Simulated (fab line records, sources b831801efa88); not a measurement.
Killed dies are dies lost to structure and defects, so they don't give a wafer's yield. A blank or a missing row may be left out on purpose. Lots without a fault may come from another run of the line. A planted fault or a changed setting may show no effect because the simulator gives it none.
Which tool did it? | flow gf180mcu | 15 lots, 45 wafers sampled, at 6 steps of a route of 602

WHAT THE GAUGES READ, wafer by wafer
GF_M2_RS_MEAS_05: measures by four-point-probe. Usual: M2_ALCU_RS 0.0693 ohm/sq, standard deviation 0.001.
lot  | measured     | on            | M2_ALCU_RS (ohm/sq)  | flag
L592 | day 18 04:50 | film_metro-02 | 0.0699 0.0700 0.0674 |
L593 | day 18 07:42 | film_metro-03 | 0.0696 0.0689 0.0695 |
L594 | day 18 17:27 | film_metro-01 | 0.0693 0.0701 0.0703 |
L595 | day 19 14:05 | film_metro-03 | 0.0708 0.0702 0.0674 |
L596 | day 19 23:44 | film_metro-03 | 0.0695 0.0702 0.0694 |
L598 | day 20 19:05 | film_metro-03 | 0.0685 0.0688 0.0676 |
L600 | day 21 08:32 | film_metro-03 | 0.0691 0.0701 0.0693 |
L602 | day 22 05:47 | film_metro-01 | 0.0701 0.0696 0.0695 |
L606 | day 23 07:28 | film_metro-03 | 0.0708 0.0704 0.0701 |
L607 | day 23 19:06 | film_metro-01 | 0.0695 0.0719 0.0721 |
L608 | day 24 01:25 | film_metro-01 | 0.0685 0.0697 0.0692 |
L609 | day 24 05:01 | film_metro-01 | 0.0687 0.0670 0.0688 |
L612 | day 25 06:32 | film_metro-01 | 0.0682 0.0703 0.0689 |
L613 | day 25 12:37 | film_metro-03 | 0.0702 0.0699 0.0701 |
L614 | day 25 19:59 | film_metro-01 | 0.0689 0.0694 0.0697 |

GF_V2_CD_MEAS_14: target cd 260 nm. Usual: cd_nm 259.9 nm, standard deviation 1.2.
lot  | measured     | on        | cd_nm (nm)        | flag
L592 | day 20 07:13 | cd_sem-02 | 259.5 260.6 259.2 |
L593 | day 20 09:43 | cd_sem-02 | 261.4 261.3 260.1 |
L594 | day 20 19:22 | cd_sem-02 | 259.6 258.9 259.3 |
L595 | day 21 15:04 | cd_sem-02 | 261.2 261.7 262.1 |
L596 | day 22 00:34 | cd_sem-01 | 259.1 260.6 260.5 |
L598 | day 22 19:25 | cd_sem-01 | 260.3 260.4 260.9 |
L600 | day 23 08:36 | cd_sem-01 | 259.8 259.4 257.8 |
L602 | day 24 04:02 | cd_sem-01 | 256.6 258.0 257.4 |
L606 | day 25 05:07 | cd_sem-01 | 260.6 260.7 259.6 |
L607 | day 25 16:04 | cd_sem-02 | 260.6 260.4 259.7 |
L608 | day 25 23:01 | cd_sem-02 | 261.9 260.9 261.7 |
L609 | day 26 01:01 | cd_sem-01 | 259.2 258.8 260.0 |
L612 | day 26 22:07 | cd_sem-01 | 260.3 261.1 260.8 |
L613 | day 27 05:37 | cd_sem-02 | 259.7 260.3 259.7 |
L614 | day 27 13:19 | cd_sem-02 | 261.0 261.6 260.9 |

GF_M3_RS_MEAS_05: measures by four-point-probe. Usual: M3_ALCU_RS 0.0695 ohm/sq, standard deviation 0.00092.
lot  | measured     | on            | M3_ALCU_RS (ohm/sq)  | flag
L592 | day 20 08:57 | film_metro-04 | 0.0697 0.0691 0.0697 |
L593 | day 20 11:27 | film_metro-01 | 0.0697 0.0692 0.0685 |
L594 | day 20 21:08 | film_metro-04 | 0.0698 0.0706 0.0694 |
L595 | day 21 16:49 | film_metro-01 | 0.0703 0.0707 0.0700 |
L596 | day 22 02:19 | film_metro-04 | 0.0690 0.0678 0.0683 |
L598 | day 22 21:08 | film_metro-01 | 0.0717 0.0700 0.0706 |
L600 | day 23 10:20 | film_metro-02 | 0.0701 0.0705 0.0708 |
L602 | day 24 05:47 | film_metro-04 | 0.0706 0.0704 0.0703 |
L606 | day 25 06:50 | film_metro-02 | 0.0688 0.0686 0.0706 |
L607 | day 25 17:50 | film_metro-01 | 7.1697 7.2327 7.1289 | OFF
L608 | day 26 00:44 | film_metro-01 | 7.1693 7.1229 7.1785 | OFF
L609 | day 26 02:46 | film_metro-01 | 7.1862 7.1963 7.2510 | OFF
L612 | day 27 00:02 | film_metro-01 | 0.0676 0.0685 0.0692 |
L613 | day 27 07:21 | film_metro-04 | 0.0701 0.0686 0.0701 |
L614 | day 27 15:03 | film_metro-01 | 0.0694 0.0686 0.0689 |

GF_M3_THK_MEAS_06: measures by xrf. Usual: M3_ALCU_THK 447 nm, standard deviation 6.2.
lot  | measured     | on            | M3_ALCU_THK (nm) | flag
L592 | day 20 09:04 | film_metro-04 | 445 449 446      |
L593 | day 20 11:34 | film_metro-01 | 448 449 455      |
L594 | day 20 21:15 | film_metro-04 | 441 438 444      |
L595 | day 21 16:56 | film_metro-01 | 440 441 443      |
L596 | day 22 02:26 | film_metro-04 | 448 454 453      |
L598 | day 22 21:16 | film_metro-01 | 433 444 440      |
L600 | day 23 10:25 | film_metro-02 | 445 443 441      |
L602 | day 24 05:54 | film_metro-04 | 436 438 440      |
L606 | day 25 06:58 | film_metro-02 | 454 454 442      |
L607 | day 25 17:58 | film_metro-01 | <0 <0 <0         | OFF
L608 | day 26 00:52 | film_metro-01 | <0 <0 <0         | OFF
L609 | day 26 02:53 | film_metro-01 | <0 <0 <0         | OFF
L612 | day 27 00:10 | film_metro-01 | 459 453 451      |
L613 | day 27 07:28 | film_metro-04 | 440 448 439      |
L614 | day 27 15:10 | film_metro-01 | 446 450 452      |

WHICH TOOL RAN EACH LOT (tool, then ch and the chambers of the sampled wafers, then the start)
lot  | GF_M2_STRIP_17                       | GF_M3_SPUTTER_02
L592 | plasma_asher-02 ch 0,1, day 19 05:04 | pvd_sputter-04, day 20 08:52
L593 | plasma_asher-04 ch 0,1, day 19 08:23 | pvd_sputter-01, day 20 11:22
L594 | plasma_asher-03 ch 0,1, day 19 17:53 | pvd_sputter-02, day 20 21:02
L595 | plasma_asher-04 ch 0,1, day 20 14:35 | pvd_sputter-04, day 21 16:43
L596 | plasma_asher-02 ch 0, day 21 00:16   | pvd_sputter-02, day 22 02:14
L598 | plasma_asher-04 ch 0,1, day 21 19:11 | pvd_sputter-01, day 22 21:03
L600 | plasma_asher-02 ch 0,1, day 22 08:34 | pvd_sputter-04, day 23 10:11
L602 | plasma_asher-03 ch 1, day 23 04:26   | pvd_sputter-04, day 24 05:41
L606 | plasma_asher-02 ch 0,1, day 24 06:32 | pvd_sputter-02, day 25 06:45
L607 | plasma_asher-04 ch 0,1, day 24 17:46 | pvd_sputter-02, day 25 17:45
L608 | plasma_asher-02 ch 0,1, day 25 00:08 | pvd_sputter-02, day 26 00:39
L609 | plasma_asher-03 ch 0,1, day 25 02:44 | pvd_sputter-02, day 26 02:41
L612 | plasma_asher-04 ch 0,1, day 26 03:37 | pvd_sputter-02, day 26 23:57
L613 | plasma_asher-04 ch 1, day 26 09:23   | pvd_sputter-02, day 27 07:16
L614 | plasma_asher-02 ch 0,1, day 26 15:08 | pvd_sputter-02, day 27 14:58
- GF_M2_STRIP_17: strips in O2/N2.
- GF_M3_SPUTTER_02: material AlCu, target thk 450 nm, time 23.9 s.

WHAT THE TOOLS THEMSELVES READ (means of the sampled wafers that have a number; where no wafer has one, the mark that the record gives instead)
GF_M2_STRIP_17. Usual: drypump_motor_current_A 5.8 A, standard deviation 0.37; heater_power_w 336 W, standard deviation 30; oes_product_au 0.557 a.u., standard deviation 0.0049; strip_time_to_endpoint_s 7.89 s, standard deviation 0.056.
lot  | tool            | drypump_motor_current_A (A) | heater_power_w (W) | oes_product_au (a.u.) | strip_time_to_endpoint_s (s) | flag
L592 | plasma_asher-02 | 6.1                         | 320                | 0.560                 | 7.91                         |
L593 | plasma_asher-04 | 5.5                         | 336                | 0.558                 | 7.93                         |
L594 | plasma_asher-03 | 5.8                         | 356                | 0.556                 | 7.89                         |
L595 | plasma_asher-04 | 5.8                         | 321                | 0.559                 | 7.91                         |
L596 | plasma_asher-02 | 5.8                         | 376                | 0.558                 | 7.93                         |
L598 | plasma_asher-04 | 5.5                         | 329                | 0.557                 | 7.95                         |
L600 | plasma_asher-02 | 6.1                         | 326                | 0.559                 | 7.89                         |
L602 | plasma_asher-03 | 6.0                         | 366                | 0.553                 | 7.83                         |
L606 | plasma_asher-02 | 6.1                         | 322                | 0.563                 | 7.90                         |
L607 | plasma_asher-04 | 5.5                         | 340                | 0.556                 | 7.92                         |
L608 | plasma_asher-02 | 5.9                         | 351                | 0.559                 | 7.90                         |
L609 | plasma_asher-03 | 5.6                         | 340                | 0.553                 | 7.87                         |
L612 | plasma_asher-04 | 5.5                         | 337                | 0.557                 | 7.86                         |
L613 | plasma_asher-04 | 6.0                         | 308                | 0.553                 | 7.89                         |
L614 | plasma_asher-02 | 6.1                         | 325                | 0.558                 | 7.82                         |

GF_M3_SPUTTER_02. Usual: cathode_dc_power_W 10600 W, standard deviation 1.9; chamber_pressure_pa 0.4000 Pa, standard deviation 0.00098; throttle_valve_pct 30.2 %, standard deviation 1.1.
lot  | tool           | cathode_dc_power_W (W) | chamber_pressure_pa (Pa) | throttle_valve_pct (%) | flag
L592 | pvd_sputter-04 | 10598                  | 0.4006                   | 30.3                   |
L593 | pvd_sputter-01 | 10601                  | 0.3993                   | 28.5                   |
L594 | pvd_sputter-02 | 10600                  | 0.3996                   | 30.7                   |
L595 | pvd_sputter-04 | 10600                  | 0.3995                   | 30.4                   |
L596 | pvd_sputter-02 | 10603                  | 0.4001                   | 30.2                   |
L598 | pvd_sputter-01 | 10599                  | 0.4002                   | 29.2                   |
L600 | pvd_sputter-04 | 10600                  | 0.3999                   | 29.2                   |
L602 | pvd_sputter-04 | 10602                  | 0.3996                   | 29.1                   |
L606 | pvd_sputter-02 | 10601                  | 0.3999                   | 30.9                   |
L607 | pvd_sputter-02 | -                      | -                        | -                      | OFF
L608 | pvd_sputter-02 | -                      | -                        | -                      | OFF
L609 | pvd_sputter-02 | -                      | -                        | -                      | OFF
L612 | pvd_sputter-02 | 10601                  | 0.3992                   | 30.9                   |
L613 | pvd_sputter-02 | 10599                  | 0.4002                   | 30.5                   |
L614 | pvd_sputter-02 | 10600                  | 0.3997                   | 30.6                   |

THE ANSWER, worked out from the rows above alone
Rule: a lot is off if the mean of its wafers that have a number lies more than 3 standard deviations from the usual mean. A lot without any number at a reading at which 4 lots or more have one is off too. The other lots that the step has rows for count as sound. The gauges are gone through in route order, then the tools' own readings, and for those a lot's mean is taken as printed above. The first step at which some lot is off is used, and at that step the reading that is off furthest; a lot without a number counts as furthest.
Off: L607, L608, L609, at GF_M3_RS_MEAS_05 (M3_ALCU_RS).
A tool fits if, at a process step before that reading, it ran every lot that is off, and no sound lot after the first of them. The gauges at GF_M3_RS_MEAS_05 aren't tried: what is off there is off at GF_M3_SPUTTER_02 too, on other tools, and a gauge's error can't cause that. None of those tried fits.

WHAT THE SIMULATOR HAD PUT IN
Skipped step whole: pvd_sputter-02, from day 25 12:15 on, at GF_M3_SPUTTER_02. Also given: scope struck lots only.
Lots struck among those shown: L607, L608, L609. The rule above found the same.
